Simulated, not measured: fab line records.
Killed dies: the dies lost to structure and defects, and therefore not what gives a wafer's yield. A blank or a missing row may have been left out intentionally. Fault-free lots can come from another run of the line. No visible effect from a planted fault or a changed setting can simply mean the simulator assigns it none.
fab line records ; flow sky130
[record] lots = 5; wafers = 15; last-day = 50
route steps=708 shown CONTACT@426 METAL1@434 PAD_OPEN@708
lots that met no fault: taken from a fault-free run of the same line
start-h: hours from the record's first day to the start of the lot's first wafer shown ; wait-h: time in hours since the lot's previous step ; " the same as in the row above ; L1.1+2: a single row standing in for several wafers ; - no value, or no start given ; * or withheld: withheld ; < > ~ a bound
route shown NAME@n: a module of which the file shows steps, and the number in the route of the first ; usual: mean/standard deviation of fault-free wafers ; same: alike in all rows ; chamber/n: place in a boat ; sites: readings site by site ; _std_site: the values' standard deviation ; _edge_site: inner sites' mean taken away from outer sites' mean ; radius-mm: for every site, how far away it sits from the centre of the wafer ; mask NAME#n: copy n ; behind: the last tool/chamber to shape the wafer ; hold: why the lot was held/for how many hours/how that ended ; device: names the non-switching transistor (n, p or np) ; end of line: tests run on the same wafers once the route is complete ; a step without rows: its recipe alone ; killed: count of dies lost to structure and defects at first sort (not the wafer's yield) ; map: a wafer's dies, x killed, . not, _ none there
set.NAME: the setting that was run; set.NAME@STEP: the one run at that earlier step ; model.NAME: the simulator's own value behind a step, which no gauge read
a table for each step, a row for each wafer; lots at some steps of the route
services: the hour from which a tool's chamber was out of use, counted from the record's first day as start-h (under 0 if before that day), plus the number of hours and why
[[steps]]
[step SKY_CONTACT_STRIP_20]
[recipe] chemistry = post-etch-residue-remover; time-s = 1200; temp-c = 72.5
[step SKY_CONTACT_CLEAN_21]
[recipe] chemistry = IPA; time-s = 180; temp-c = 25
[step SKY_CONTACT_CLEAN_22]
[recipe] chemistry = O3/DIW; dry = n2-spin
[step SKY_CONTACT_SPUTTER_23]
[recipe] material = TiN; target-thk-nm = 20; chamber-pressure-pa = 5; power-w = 4000; time-s = 80
[step SKY_CONTACT_CVD_24]
[recipe] material = W; target-thk-nm = 340; time-s = 102.12; temp-c = 400; pressure-torr = 40
[usual] chamber-pressure-Torr = 40.00/0.093; heater-power-w = 821/41
lot.wafer;tool;chamber;start-h;wait-h;chamber-pressure-Torr;heater-power-w
L103.2;cvd-w-02;1;765.21;0.0;40.05;790
L103.3;cvd-w-02;1;765.21;0.0;39.95;801
L103.4;cvd-w-02;0;765.21;0.0;40.16;894
L106.1;cvd-w-02;1;789.55;0.0;39.93;812
L106.3;cvd-w-02;1;789.55;0.0;40.11;793
L106.5;cvd-w-02;1;789.55;0.0;40.01;801
L112.1;cvd-w-01;0;862.20;0.0;39.95;798
L112.3;cvd-w-01;1;862.20;0.0;40.08;848
L112.6;cvd-w-01;1;862.20;0.0;40.04;836
L118.1;cvd-w-02;0;869.86;0.0;39.93;902
L118.3;cvd-w-02;0;869.86;0.0;40.09;897
L118.4;cvd-w-02;1;869.86;0.0;39.82;791
L122.1;cvd-w-01;0;904.89;0.0;40.07;786
L122.3;cvd-w-01;1;904.89;0.0;40.16;831
L122.5;cvd-w-01;0;904.89;0.0;40.01;798
[step SKY_CONTACT_RS_MEAS_25]
[recipe] thk-meas-gauge = four-point-probe; reads = W_of_CONTACT_CVD_24+TiN_of_CONTACT_SPUTTER_23
[usual] CONTACT_W_RS = 0.339/0.0042
lot.wafer;tool;chamber;start-h;wait-h;CONTACT_W_RS[ohm/sq]
L103.2;film-metro-01;-;765.34;0.1;0.333
L103.3;film-metro-01;-;765.34;0.1;0.336
L103.4;film-metro-01;-;765.34;0.1;0.333
L106.1;film-metro-02;-;789.66;0.1;0.341
L106.3;film-metro-02;-;789.66;0.1;0.341
L106.5;film-metro-02;-;789.66;0.1;0.338
L112.1;film-metro-04;-;862.31;0.1;0.342
L112.3;film-metro-04;-;862.31;0.1;0.332
L112.6;film-metro-04;-;862.31;0.1;0.335
L118.1;film-metro-01;-;869.97;0.1;0.341
L118.3;film-metro-01;-;869.97;0.1;0.342
L118.4;film-metro-01;-;869.97;0.1;0.335
L122.1;film-metro-02;-;905.00;0.1;0.336
L122.3;film-metro-02;-;905.00;0.1;0.335
L122.5;film-metro-02;-;905.00;0.1;0.340
[step SKY_CONTACT_THK_MEAS_26]
[recipe] thk-meas-gauge = xrf; reads = W_of_CONTACT_CVD_24
[usual] CONTACT_W_THK = 341/5.2
lot.wafer;tool;chamber;start-h;wait-h;CONTACT_W_THK[nm]
L103.2;film-metro-01;-;765.45;0.1;349
L103.3;film-metro-01;-;765.45;0.1;347
L103.4;film-metro-01;-;765.45;0.1;351
L106.1;film-metro-02;-;789.78;0.1;336
L106.3;film-metro-02;-;789.78;0.1;340
L106.5;film-metro-02;-;789.78;0.1;340
L112.1;film-metro-04;-;862.43;0.1;339
L112.3;film-metro-04;-;862.43;0.1;345
L112.6;film-metro-04;-;862.43;0.1;345
L118.1;film-metro-01;-;870.09;0.1;341
L118.3;film-metro-01;-;870.09;0.1;341
L118.4;film-metro-01;-;870.09;0.1;348
L122.1;film-metro-02;-;905.12;0.1;344
L122.3;film-metro-02;-;905.12;0.1;345
L122.5;film-metro-02;-;905.12;0.1;340
[step SKY_CONTACT_CMP_27]
[recipe] stop-on = SiO2; t-overpolish-s = 15; down-force-psi = 3.5; platen-rpm = 60; target-thk-nm = 0; pad-velocity-m-s = 0.94248
[usual] motor-current-A = 10.9/0.9; overpolish-run-s = 14.998/0.0096; time-to-endpoint-s = 80.7/2.5
lot.wafer;tool;chamber;start-h;wait-h;motor-current-A;overpolish-run-s;time-to-endpoint-s
L103.2;cmp-02;1;765.50;0.0;12.0;14.998;79.2
L103.3;cmp-02;2;765.50;0.0;11.2;15.017;78.4
L103.4;cmp-02;0;765.50;0.0;10.2;14.999;75.9
L106.1;cmp-02;3;789.94;0.1;10.5;14.990;83.3
L106.3;cmp-02;0;789.94;0.1;9.6;14.989;77.7
L106.5;cmp-02;1;789.94;0.1;11.9;15.012;83.1
L112.1;cmp-01;0;862.54;0.1;11.2;14.992;79.7
L112.3;cmp-01;2;862.54;0.1;11.2;15.015;83.0
L112.6;cmp-01;0;862.54;0.1;10.5;14.994;85.1
L118.1;cmp-02;2;870.15;0.1;11.0;15.001;79.9
L118.4;cmp-02;0;870.15;0.1;10.4;14.981;80.8
L118.3;cmp-02;1;870.15;0.1;11.5;14.995;80.2
L122.1;cmp-01;1;905.18;0.1;9.6;14.989;81.3
L122.3;cmp-01;0;905.18;0.1;11.5;15.008;81.7
L122.5;cmp-01;1;905.18;0.1;8.9;14.998;80.4
[step SKY_METAL1_SPUTTER_00]
[recipe] material = Ti; target-thk-nm = 15; power-w = 3000; time-s = 10; chamber-pressure-pa = 0.4
[step SKY_METAL1_SPUTTER_01]
[recipe] material = TiN; target-thk-nm = 20; power-w = 6500; time-s = 16.7; chamber-pressure-pa = 0.4
[step SKY_METAL1_SPUTTER_02]
[recipe] material = AlCu; target-thk-nm = 250; power-w = 10600; time-s = 13.3; chamber-pressure-pa = 0.4
[step SKY_METAL1_SPUTTER_03]
[recipe] material = Ti; target-thk-nm = 5; power-w = 3000; time-s = 3.3; chamber-pressure-pa = 0.4
[step SKY_METAL1_SPUTTER_04]
[recipe] material = TiN; target-thk-nm = 70; power-w = 6500; time-s = 58.3; chamber-pressure-pa = 0.4
[usual] throttle-valve-pct = 29.7/1.2
lot.wafer;tool;chamber;start-h;wait-h;throttle-valve-pct;model.TiN_of_METAL1_SPUTTER_04.thk-nm
L103.2;pvd-sputter-02;-;765.89;0.0;30.4;69.55
L103.3;pvd-sputter-02;-;765.89;0.0;29.2;69.09
L103.4;pvd-sputter-02;-;765.89;0.0;30.4;69.03
L106.1;pvd-sputter-02;-;790.23;0.0;29.0;69.82
L106.3;pvd-sputter-02;-;790.23;0.0;27.6;69.52
L106.5;pvd-sputter-02;-;790.23;0.0;30.5;69.81
L112.1;pvd-sputter-02;-;862.88;0.0;29.1;69.84
L112.3;pvd-sputter-02;-;862.88;0.0;30.5;69.72
L112.6;pvd-sputter-02;-;862.88;0.0;27.5;69.67
L118.1;pvd-sputter-02;-;870.54;0.0;27.5;98.84
L118.3;pvd-sputter-02;-;870.54;0.0;29.2;70.4
L118.4;pvd-sputter-02;-;870.54;0.0;30.4;70.32
L122.1;pvd-sputter-04;-;905.57;0.0;31.3;71.42
L122.3;pvd-sputter-04;-;905.57;0.0;27.6;71.53
L122.5;pvd-sputter-04;-;905.57;0.0;31.1;71.87
[step SKY_METAL1_RS_MEAS_05]
[recipe] thk-meas-gauge = four-point-probe; reads = TiN_of_METAL1_SPUTTER_04+Ti_of_METAL1_SPUTTER_03+AlCu_of_METAL1_SPUTTER_02+TiN_of_METAL1_SPUTTER_01+Ti_of_METAL1_SPUTTER_00
[usual] METAL1_ALCU_RS = 0.1263/0.0011
lot.wafer;tool;chamber;start-h;wait-h;hold;METAL1_ALCU_RS[ohm/sq]
L103.2;film-metro-04;-;765.96;0.0;-;0.1258
L103.3;film-metro-04;-;765.96;0.0;-;0.1265
L103.4;film-metro-04;-;765.96;0.0;-;0.1256
L106.1;film-metro-04;-;790.28;0.0;-;0.1275
L106.3;film-metro-04;-;790.28;0.0;-;0.1274
L106.5;film-metro-04;-;790.28;0.0;-;0.1270
L112.1;film-metro-03;-;862.93;0.0;-;0.1268
L112.3;film-metro-03;-;862.93;0.0;-;0.1245
L112.6;film-metro-03;-;862.93;0.0;-;0.1275
L118.1;film-metro-03;-;870.59;0.0;await-dispo/0.2h/release;0.1257
L118.3;film-metro-03;-;870.59;0.0;await-dispo/0.2h/release;0.1257
L118.4;film-metro-03;-;870.59;0.0;await-dispo/0.2h/release;0.1247
L118.1;film-metro-03;-;870.88;0.3;-;0.1254
L118.3;film-metro-03;-;870.88;0.3;-;0.1259
L118.4;film-metro-03;-;870.88;0.3;-;0.1247
L122.1;film-metro-02;-;905.62;0.0;-;0.1253
L122.3;film-metro-02;-;905.62;0.0;-;0.1252
L122.5;film-metro-02;-;905.62;0.0;-;0.1253
[step SKY_METAL1_THK_MEAS_06]
[recipe] thk-meas-gauge = xrf; reads = AlCu_of_METAL1_SPUTTER_02
[usual] METAL1_ALCU_THK = 254.2/2.9
lot.wafer;tool;chamber;start-h;wait-h;hold;METAL1_ALCU_THK[nm]
L103.2;film-metro-04;-;766.07;0.1;-;257.0
L103.3;film-metro-04;-;766.07;0.1;-;256.1
L103.4;film-metro-04;-;766.07;0.1;-;258.2
L106.1;film-metro-04;-;790.40;0.1;-;254.7
L106.3;film-metro-04;-;790.40;0.1;-;255.2
L106.5;film-metro-04;-;790.40;0.1;-;255.9
L112.1;film-metro-03;-;863.05;0.1;-;253.7
L112.3;film-metro-03;-;863.05;0.1;-;257.4
L112.6;film-metro-03;-;863.05;0.1;-;252.2
L118.1;film-metro-03;-;873.66;2.8;await-dispo/0.2h/release;239.7
L118.3;film-metro-03;-;873.66;2.8;await-dispo/0.2h/release;254.0
L118.4;film-metro-03;-;873.66;2.8;await-dispo/0.2h/release;255.0
L118.1;film-metro-03;-;873.89;0.2;-;240.9
L118.3;film-metro-03;-;873.89;0.2;-;255.0
L118.4;film-metro-03;-;873.89;0.2;-;258.8
L122.1;film-metro-02;-;905.74;0.1;-;254.0
L122.3;film-metro-02;-;905.74;0.1;-;253.7
L122.5;film-metro-02;-;905.74;0.1;-;253.6
[step SKY_METAL1_HMDS_08]
[recipe] prime-time-s = 60; prime-temp-c = 120
[step SKY_METAL1_COAT_09]
[recipe] resist = BARC; temp-c = withheld; time-s = withheld; spin-rpm = 3000; resist-thk-nm = 60
[step SKY_METAL1_COAT_10]
[recipe] resist = KrF-thick; spin-rpm = 3000; resist-thk-nm = 450
[step SKY_METAL1_SOFTBAKE_11]
[recipe] temp-c = 100; time-s = 90; resist = KrF-thick
[step SKY_METAL1_EXPOSE_12]
[recipe] mask-id = MM1; na = 0.8; source-shape = annular; sigma-inner = 0.55; sigma-outer = 0.85; target-cd-nm = 140; dose-mj = 28
[step SKY_METAL1_PEB_13]
[recipe] peb-temp-c = withheld; peb-time-s = withheld; resist = KrF-thick
[step SKY_METAL1_DEVELOP_14]
[recipe] develop-time-s = 60; resist = KrF-thick; dev-temp-c = 21
[step SKY_METAL1_CD_MEAS_15]
[recipe] target-cd-nm = 140
[usual] cd-nm = 140.3/1.6
lot.wafer;tool;chamber;start-h;wait-h;cd-nm
L103.2;cd-sem-01;-;793.59;-;141.8
L103.3;cd-sem-01;-;793.59;-;140.7
L103.4;cd-sem-01;-;793.59;-;139.7
L106.1;cd-sem-01;-;816.81;-;139.8
L106.3;cd-sem-01;-;816.81;-;140.1
L106.5;cd-sem-01;-;816.81;-;139.9
L112.1;cd-sem-01;-;888.11;-;140.9
L112.3;cd-sem-01;-;888.11;-;139.6
L112.6;cd-sem-01;-;888.11;-;140.8
L118.1;cd-sem-01;-;896.36;-;140.0
L118.3;cd-sem-01;-;896.36;-;140.5
L118.4;cd-sem-01;-;896.36;-;141.2
L122.1;cd-sem-02;-;929.97;-;141.6
L122.3;cd-sem-02;-;929.97;-;141.0
L122.5;cd-sem-02;-;929.97;-;140.4
[step SKY_METAL1_OVL_MEAS_16]
[usual] METAL1_OVL = 2/6.2
lot.wafer;tool;chamber;start-h;wait-h;METAL1_OVL[nm]
L103.2;overlay-01;-;793.69;0.1;4
L103.3;overlay-01;-;793.69;0.1;7
L103.4;overlay-01;-;793.69;0.1;7
L106.1;overlay-02;-;816.93;0.1;-1
L106.3;overlay-02;-;816.93;0.1;-1
L106.5;overlay-02;-;816.93;0.1;8
L112.1;overlay-01;-;888.23;0.1;-2
L112.3;overlay-01;-;888.23;0.1;-9
L112.6;overlay-01;-;888.23;0.1;-1
L118.1;overlay-02;-;896.48;0.1;-2
L118.3;overlay-02;-;896.48;0.1;7
L118.4;overlay-02;-;896.48;0.1;3
L122.1;overlay-02;-;930.09;0.1;18
L122.3;overlay-02;-;930.09;0.1;9
L122.5;overlay-02;-;930.09;0.1;16
[step SKY_METAL1_DESCUM_17]
[recipe] chemistry = O2; source-power-w = 150; bias-power-w = 0; pressure-mtorr = 10; temp-c = 40; time-s = 8
[usual] drypump-motor-current-A = 6.0/0.37; oes-product-au = 1.001/0.0078
lot.wafer;tool;chamber;start-h;wait-h;drypump-motor-current-A;oes-product-au;rf-hours-counter-h
L103.2;rie-metal-02;0;793.72;0.0;6.2;1.002;6
L103.3;rie-metal-02;0;793.72;0.0;6.2;1.004;-
L103.4;rie-metal-02;1;793.72;0.0;5.6;1.006;-
L106.1;rie-metal-01;1;816.96;0.0;6.2;1.008;15
L106.3;rie-metal-01;1;816.96;0.0;6.2;1.005;-
L106.5;rie-metal-01;1;816.96;0.0;6.1;1.008;-
L112.1;rie-metal-02;0;888.26;0.0;6.2;1.004;10
L112.3;rie-metal-02;0;888.26;0.0;6.2;0.997;-
L112.6;rie-metal-02;1;888.26;0.0;5.5;1.009;-
L118.1;rie-metal-03;0;896.51;0.0;5.6;1.002;5
L118.3;rie-metal-03;0;896.51;0.0;5.6;0.990;-
L118.4;rie-metal-03;1;896.51;0.0;5.4;0.990;-
L122.1;rie-metal-01;1;930.12;0.0;6.2;1.001;3
L122.3;rie-metal-01;0;930.12;0.0;6.4;0.982;-
L122.5;rie-metal-01;0;930.12;0.0;6.4;0.983;-
[step SKY_METAL1_ETCH_18]
[recipe] chemistry = N2/H2; target = BARC; ion-energy-ev = 200; bias-w = 100; pressure-mtorr = 30; n2-flow-sccm = 100; h2-flow-sccm = 200; icp-w = 500; stop-on = SiO2; time-s = 45.9; target-depth-a = 600
[usual] drypump-motor-current-A = 6.0/0.37; oes-product-au = 0.855/0.0048; throttle-valve-pct = 13.225/0.0089
lot.wafer;tool;chamber;start-h;wait-h;drypump-motor-current-A;oes-product-au;rf-hours-counter-h;throttle-valve-pct
L103.2;rie-metal-02;0;793.75;0.0;6.2;0.856;6;13.228
L103.3;rie-metal-02;0;793.75;0.0;6.2;0.857;-;13.214
L103.4;rie-metal-02;1;793.75;0.0;5.5;0.859;-;13.234
L106.1;rie-metal-01;1;817.03;0.1;6.2;0.858;15;13.232
L106.3;rie-metal-01;1;817.03;0.1;6.2;0.854;-;13.234
L106.5;rie-metal-01;1;817.03;0.1;6.2;0.861;-;13.222
L112.1;rie-metal-02;0;888.30;0.0;6.2;0.857;10;13.229
L112.3;rie-metal-02;0;888.30;0.0;6.2;0.853;-;13.233
L112.6;rie-metal-02;1;888.30;0.0;5.5;0.847;-;13.234
L118.1;rie-metal-03;0;896.55;0.0;5.6;0.859;5;13.212
L118.3;rie-metal-03;0;896.55;0.0;5.6;0.869;-;13.225
L118.4;rie-metal-03;1;896.55;0.0;5.4;0.857;-;13.229
L122.1;rie-metal-01;1;930.15;0.0;6.2;0.859;3;13.219
L122.3;rie-metal-01;0;930.15;0.0;6.4;0.856;-;13.221
L122.5;rie-metal-01;0;930.15;0.0;6.4;0.855;-;13.232
[step SKY_METAL1_METAL_ETCH_19]
[recipe] target-depth-a = 3600; stop-on = SiO2; over-etch-frac = 0.3; time-s = 78; chemistry = Cl2/BCl3; resist-sidewall-deg = 88; pressure-mtorr = 10; icp-w = 900; bias-w = 48.5; Cl2_flow_sccm = 60; bcl3-flow-sccm = 30
[usual] drypump-motor-current-A = 6.0/0.37; oes-product-au = 0.856/0.0049; throttle-valve-pct = 22.264/0.0094
lot.wafer;tool;chamber;start-h;wait-h;drypump-motor-current-A;oes-product-au;rf-hours-counter-h;throttle-valve-pct
L103.2;rie-metal-02;0;793.82;0.0;6.2;0.858;6;22.276
L103.3;rie-metal-02;0;793.82;0.0;6.2;0.855;-;22.253
L103.4;rie-metal-02;1;793.82;0.0;5.5;0.861;-;22.266
L106.1;rie-metal-01;1;817.15;0.1;6.2;0.845;15;22.264
L106.3;rie-metal-01;1;817.15;0.1;6.2;0.855;-;22.270
L106.5;rie-metal-01;1;817.15;0.1;6.2;0.852;-;22.250
L112.1;rie-metal-02;0;888.36;0.0;6.2;0.849;10;22.258
L112.3;rie-metal-02;0;888.36;0.0;6.2;0.860;-;22.268
L112.6;rie-metal-02;1;888.36;0.0;5.5;0.853;-;22.261
L118.1;rie-metal-03;0;896.61;0.0;5.6;0.847;5;22.251
L118.3;rie-metal-03;0;896.61;0.0;5.6;0.857;-;22.259
L118.4;rie-metal-03;1;896.61;0.0;5.4;0.863;-;22.275
L122.1;rie-metal-01;1;930.22;0.0;6.2;0.855;3;22.267
L122.3;rie-metal-01;0;930.22;0.0;6.4;0.870;-;22.256
L122.5;rie-metal-01;0;930.22;0.0;6.4;0.859;-;22.260
[step SKY_METAL1_STRIP_20]
[recipe] chemistry = O2/N2; power-w = 1400; pressure-mtorr = 1500; platen-temp-c = withheld; o2-flow-sccm = 3000; n2-flow-sccm = 300; overash-fraction = 0.5
[step SKY_METAL1_STRIP_21]
[recipe] chemistry = post-etch-residue-remover; time-s = 1200; temp-c = 72.5
lot.wafer;tool;chamber;start-h;wait-h;model.TiN_of_METAL1_SPUTTER_04.thk-nm
L103.2;wet-bench-02;0;794.01;0.1;69.13
L103.3;wet-bench-02;0;794.01;0.1;68.67
L103.4;wet-bench-02;0;794.01;0.1;68.61
L106.1+5;wet-bench-02;2;817.43;0.1;69.4
L106.3;wet-bench-02;2;817.43;0.1;69.11
L112.1;wet-bench-03;1;888.55;0.1;69.41
L112.3;wet-bench-03;1;888.55;0.1;69.29
L112.6;wet-bench-03;1;888.55;0.1;69.24
L118.1;wet-bench-03;1;896.80;0.1;98.41
L118.3;wet-bench-03;1;896.80;0.1;69.97
L118.4;wet-bench-03;1;896.80;0.1;69.89
L122.1;wet-bench-03;2;930.41;0.1;71.01
L122.3;wet-bench-03;2;930.41;0.1;71.12
L122.5;wet-bench-03;2;930.41;0.1;71.46
[step SKY_METAL1_CLEAN_22]
[recipe] chemistry = IPA; time-s = 180; temp-c = 25
[step SKY_PAD_OPEN_PROBE_99]
[usual] defect-limited-yield = 82.7/2; killed_at_M0_to_M3 = 42/6.8; killed_at_M4_up = 3.2/1.8; killed-at-contacts = 25/5.4; killed-at-front-end = 15/4.5; killed-at-other = 0.3/0.56; killed-dies = 85/9.7; killed-on-rim = 17/3.3; killed-open = 46/7.1; killed-short = 39/6.5; sort_bin_3_pad_short = 0.9/0.42; sort_bin_5_function = 10.4/1.5; sort_bin_6_memory = 6.1/1.1; sort-n-pass = 407/9.7; sort-yield-pct = 82.7/2
[same] gross-dies = 492; killed-at-back-side = 0; sort_bin_4_leakage[%] = 0; sort_bin_8_speed[%] = 0
lot.wafer;tool;chamber;start-h;wait-h;defect-limited-yield[%];killed_at_M0_to_M3;killed_at_M4_up;killed-at-contacts;killed-at-front-end;killed-at-other;killed-dies;killed-on-rim;killed-open;killed-short;sort_bin_3_pad_short[%];sort_bin_5_function[%];sort_bin_6_memory[%];sort-n-pass;sort-yield-pct[%];model.etest.via1-chain.rc-ohm
L103.2;prober-01;-;1098.83;0.1;84.6;40;3;26;7;0;76;24;44;31;1.6;6.5;7.3;416;84.6;15.74
L103.3;prober-01;-;1098.88;0.2;82.9;42;5;24;13;0;84;16;37;47;0.8;11.0;5.3;408;82.9;16.69
L103.4;prober-01;-;1098.93;0.2;83.5;39;2;22;17;1;81;12;43;37;1.4;9.3;5.7;411;83.5;15.88
L106.1;prober-02;-;1117.68;0.1;82.5;46;3;20;17;0;86;18;47;39;1.2;10.2;6.1;406;82.5;15.85
L106.3;prober-02;-;1117.78;0.2;83.5;36;1;28;15;1;81;15;43;38;0.4;8.7;7.3;411;83.5;16.88
L106.5;prober-02;-;1117.88;0.2;84.1;40;5;22;10;1;78;11;35;43;0.8;8.9;6.1;414;84.1;15.86
L112.1;prober-01;-;1168.16;0.1;80.5;41;3;31;21;0;96;20;48;47;1.2;11.8;6.5;396;80.5;16.19
L112.3;prober-01;-;1168.26;0.2;79.5;52;4;25;20;0;101;19;56;45;0.6;12.8;7.1;391;79.5;16.93
L112.6;prober-01;-;1168.41;0.2;81.1;40;1;25;27;0;93;15;55;37;1.6;11.4;5.9;399;81.1;16.16
L118.1;prober-01;-;1176.23;0.1;81.9;42;2;28;17;0;89;17;41;48;1.2;9.8;7.1;403;81.9;18.27
L118.3;prober-01;-;1176.33;0.2;80.7;42;6;34;12;1;95;14;46;49;1.0;11.0;7.3;397;80.7;16.17
L118.4;prober-01;-;1176.38;0.2;83.7;44;1;26;9;0;80;22;43;37;0.8;9.3;6.1;412;83.7;16.54
L122.1;prober-01;-;1197.39;0.1;82.5;39;3;28;15;1;86;16;42;42;0.4;9.8;7.3;406;82.5;17.25
L122.3;prober-01;-;1197.49;0.2;82.7;40;0;23;18;4;85;13;46;35;0.6;11.6;5.1;407;82.7;16.87
L122.5;prober-01;-;1197.59;0.2;82.5;43;1;19;23;0;86;16;41;45;1.4;10.6;5.5;406;82.5;16.52
// killed by level:class
L103.2 VIA1:geometric-particle:open=11 LI_CONTACT:geometric-particle:open=9 CONTACT:geometric-particle:open=8 METAL2:geometric-particle:short=8 CONTACT:geometric-particle:short=6 VIA2:geometric-particle:open=5 VIA3:geometric-particle:open=5 METAL3:geometric-particle:short=3
L103.3 METAL2:geometric-particle:short=9 VIA1:geometric-particle:open=9 CONTACT:geometric-particle:open=8 LI_CONTACT:geometric-particle:open=6 METAL3:geometric-particle:short=5 POLY_GATE:geometric-particle:short=4 VIA3:geometric-particle:short=4 CONTACT:geometric-particle:short=4
L103.4 VIA1:geometric-particle:open=13 CONTACT:geometric-particle:open=10 FIELD_ISO:geometric-particle:short=6 VIA3:geometric-particle:short=5 CONTACT:geometric-particle:short=4 LI_CONTACT:geometric-particle:open=4 METAL1:geometric-particle:short=4 VIA1:geometric-particle:short=4
L106.1 VIA3:geometric-particle:open=10 METAL1:geometric-particle:short=8 CONTACT:geometric-particle:open=7 FIELD_ISO:geometric-particle:open=6 VIA1:geometric-particle:open=6 VIA1:geometric-particle:short=6 LI_CONTACT:geometric-particle:short=5 LI_CONTACT:geometric-particle:open=5
L106.3 LI_CONTACT:geometric-particle:open=12 FIELD_ISO:geometric-particle:open=6 VIA1:geometric-particle:open=6 METAL2:geometric-particle:short=6 LOCAL_INTERCONNECT:geometric-particle:short=6 VIA3:geometric-particle:open=5 CONTACT:geometric-particle:open=5 FIELD_ISO:geometric-particle:short=4
L106.5 METAL1:geometric-particle:short=7 VIA2:geometric-particle:short=7 LI_CONTACT:geometric-particle:open=6 CONTACT:geometric-particle:open=6 CONTACT:geometric-particle:short=5 VIA1:geometric-particle:open=5 VIA3:geometric-particle:short=5 FIELD_ISO:geometric-particle:short=4
L112.1 METAL1:geometric-particle:short=10 VIA2:geometric-particle:open=9 CONTACT:geometric-particle:open=8 LI_CONTACT:geometric-particle:open=8 LI_CONTACT:geometric-particle:short=8 FIELD_ISO:geometric-particle:open=6 FIELD_ISO:geometric-particle:short=5 POLY_GATE:geometric-particle:open=5
L112.3 VIA1:geometric-particle:open=16 CONTACT:geometric-particle:open=8 METAL2:geometric-particle:short=8 VIA3:geometric-particle:open=6 VIA2:geometric-particle:open=6 LI_CONTACT:geometric-particle:short=5 LI_CONTACT:geometric-particle:open=5 METAL1:geometric-particle:short=5
L112.6 CONTACT:geometric-particle:open=10 VIA1:geometric-particle:open=10 VIA2:geometric-particle:open=10 POLY_GATE:geometric-particle:open=8 POLY_GATE:geometric-particle:short=6 METAL2:geometric-particle:short=6 FIELD_ISO:geometric-particle:open=5 LI_CONTACT:geometric-particle:open=5
L118.1 CONTACT:geometric-particle:open=9 VIA2:geometric-particle:open=9 FIELD_ISO:geometric-particle:short=7 METAL1:geometric-particle:short=7 LI_CONTACT:geometric-particle:open=6 LOCAL_INTERCONNECT:geometric-particle:short=6 CONTACT:geometric-particle:short=6 POLY_GATE:geometric-particle:short=4
L118.3 LOCAL_INTERCONNECT:geometric-particle:short=10 CONTACT:geometric-particle:open=10 VIA2:geometric-particle:open=9 LI_CONTACT:geometric-particle:open=7 VIA3:geometric-particle:short=7 VIA1:geometric-particle:open=6 METAL4:geometric-particle:short=5 VIA2:geometric-particle:short=5
L118.4 VIA1:geometric-particle:open=10 LOCAL_INTERCONNECT:geometric-particle:short=7 CONTACT:geometric-particle:open=7 METAL1:geometric-particle:open=7 METAL1:geometric-particle:short=6 VIA3:geometric-particle:open=6 METAL2:geometric-particle:short=5 FIELD_ISO:geometric-particle:short=4
L122.1 LI_CONTACT:geometric-particle:open=10 CONTACT:geometric-particle:open=7 VIA1:geometric-particle:open=7 FIELD_ISO:geometric-particle:short=6 CONTACT:geometric-particle:short=6 METAL2:geometric-particle:short=5 VIA3:geometric-particle:open=5 POLY_GATE:geometric-particle:short=4
L122.3 VIA2:geometric-particle:open=9 VIA1:geometric-particle:open=9 CONTACT:geometric-particle:short=7 CONTACT:geometric-particle:open=7 POLY_GATE:geometric-particle:short=6 VIA3:geometric-particle:open=6 METAL2:geometric-particle:short=5 FIELD_ISO:geometric-particle:open=4
L122.5 POLY_GATE:geometric-particle:short=8 CONTACT:geometric-particle:open=7 METAL1:geometric-particle:short=7 VIA3:geometric-particle:open=7 VIA1:geometric-particle:open=6 VIA1:geometric-particle:short=5 FIELD_ISO:geometric-particle:short=4 FIELD_ISO:geometric-particle:open=4
[[services]]
tool;chamber;start-h;hours;kind
cmp-02;-;744.00;4.0;pm
pvd-sputter-04;-;752.80;1.0;repair
cmp-02;-;781.76;1.7;repair
wet-bench-03;-;781.80;4.1;repair
rie-metal-01;0;809.89;-;clean
rie-metal-01;0;809.89;19.0;scheduled-down
rie-metal-01;0;809.89;19.0;vent-cycle
cmp-02;-;839.38;2.3;repair
rie-metal-01;1;840.22;-;clean
rie-metal-01;1;840.22;21.4;scheduled-down
rie-metal-01;1;840.22;21.4;vent-cycle
cmp-02;-;856.23;11.6;pm
cvd-w-01;-;882.08;0.3;repair
pvd-sputter-02;-;891.58;9.5;repair
cvd-w-02;-;892.70;6.0;pm
rie-metal-02;0;893.96;8.7;repair
cmp-01;-;896.85;4.7;pm
pvd-sputter-02;0;902.05;-;consumable-replace:kit
pvd-sputter-02;0;902.05;18.0;scheduled-down
cvd-w-02;-;904.00;14.0;pm
cmp-01;-;912.01;4.0;pm
cvd-w-01;-;918.00;2.8;pm
pvd-sputter-04;-;918.99;4.4;repair
rie-metal-02;-;921.21;2.8;pm
[[key]]
[first-sign] step = SKY_METAL1_RS_MEAS_05; reading = visit; direction = added
[effect] step = SKY_METAL1_THK_MEAS_06; reading = visit; direction = added
[model-effect] step = SKY_METAL1_SPUTTER_04; value = TiN_of_METAL1_SPUTTER_04.thk-nm; without = 69.73; struck = 98.84
[model-effect] step = SKY_METAL1_STRIP_21; value = TiN_of_METAL1_SPUTTER_04.thk-nm; without = 69.31; struck = 98.41
[model-effect] step = SKY_PAD_OPEN_PROBE_99; value = etest.via1-chain.rc-ohm; without = 16.77; struck = 18.27
met-at SKY_METAL1_SPUTTER_04
struck-wafers L118.1
onset-between 862.88 870.54
[fault] kind = process-parameter-drift; tool = pvd-sputter-02; chamber = -; onset-h = 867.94; steps = SKY_METAL1_SPUTTER_04; channel = target-thk-nm; offset = 29.107; shape = step; end-h = 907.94; acts-in = these-recipes-only; stated = 70; scope = struck-wafers-only
